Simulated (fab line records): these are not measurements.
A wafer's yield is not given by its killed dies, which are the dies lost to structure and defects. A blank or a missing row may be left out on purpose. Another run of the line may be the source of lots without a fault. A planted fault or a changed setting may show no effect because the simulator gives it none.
Matching of chambers :: flow sky130 :: SKY_VIA1_CMP_02 on cmp-02: 4 sister chambers
The step polishes SiO2. 20 wafers are shown with their chamber, then 10 later ones without.

WAFERS WITH THEIR CHAMBER
wafer: L075.1
chamber: 2
motor_current_A (A): 12.9

wafer: L075.4
chamber: 1
motor_current_A (A): 12.2

wafer: L075.5
chamber: 0
motor_current_A (A): 10.3

wafer: L076.2
chamber: 0
motor_current_A (A): 10.5

wafer: L076.3
chamber: 3
motor_current_A (A): 12.8

wafer: L076.6
chamber: 1
motor_current_A (A): 11.9

wafer: L079.2
chamber: 1
motor_current_A (A): 12.7

wafer: L079.4
chamber: 0
motor_current_A (A): 10.2

wafer: L079.6
chamber: 0
motor_current_A (A): 10.7

wafer: L082.1
chamber: 1
motor_current_A (A): 12.6

wafer: L082.3
chamber: 2
motor_current_A (A): 11.2

wafer: L082.6
chamber: 0
motor_current_A (A): 10.3

wafer: L084.1
chamber: 3
motor_current_A (A): 13.3

wafer: L084.3
chamber: 0
motor_current_A (A): 11.0

wafer: L084.6
chamber: 1
motor_current_A (A): 12.6

wafer: L085.1
chamber: 3
motor_current_A (A): 13.2

wafer: L085.4
chamber: 0
motor_current_A (A): 10.1

wafer: L085.6
chamber: 3
motor_current_A (A): 13.4

wafer: L091.1
chamber: 0
motor_current_A (A): 10.1

wafer: L091.2
chamber: 2
motor_current_A (A): 12.6

SIGNATURES (averages over the wafers above)
reading: motor_current_A
chamber 0: 10.400
chamber 1: 12.400
chamber 2: 12.233
chamber 3: 13.175
scatter within a chamber: 0.434
Rule: for each reading, subtract the chamber's mean from the wafer's reading, divide by that reading's scatter and square the result; add these up over the readings and take the root, which gives the wafer's distance from the chamber. The wafer belongs to the nearest chamber; if the next one is less than 2 further off, it can't be placed. The scatter is the square root of a quotient: the sum, over the shown wafers, of each reading's squared deviation from its chamber's mean, divided by wafers minus chambers.

WAFERS WITH NO CHAMBER GIVEN
wafer: L091.5
motor_current_A (A): 12.1

wafer: L092.1
motor_current_A (A): 13.1

wafer: L092.3
motor_current_A (A): 10.3

wafer: L092.6
motor_current_A (A): 12.1

wafer: L095.4
motor_current_A (A): 11.4

wafer: L095.5
motor_current_A (A): 13.3

wafer: L095.6
motor_current_A (A): 12.0

wafer: L096.1
motor_current_A (A): 11.7

wafer: L096.2
motor_current_A (A): 12.1

wafer: L096.3
motor_current_A (A): 10.2

THE CHAMBER EACH PASSED THROUGH
wafer: L091.5
from the rows above: can't be placed: 2 or 1
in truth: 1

wafer: L092.1
from the rows above: can't be placed: 3 or 1 or 2
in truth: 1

wafer: L092.3
from the rows above: 0
in truth: 0

wafer: L092.6
from the rows above: can't be placed: 2 or 1
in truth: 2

wafer: L095.4
from the rows above: can't be placed: 2 or 0 or 1
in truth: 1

wafer: L095.5
from the rows above: can't be placed: 3 or 1
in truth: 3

wafer: L095.6
from the rows above: can't be placed: 2 or 1
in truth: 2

wafer: L096.1
from the rows above: can't be placed: 2 or 1 or 0
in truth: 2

wafer: L096.2
from the rows above: can't be placed: 2 or 1
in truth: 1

wafer: L096.3
from the rows above: 0
in truth: 0
Correct placement for 2 of the 10. Unplaceable from these rows: 8, with the true chamber sitting among the candidates in 8. Number placed wrongly: 0.
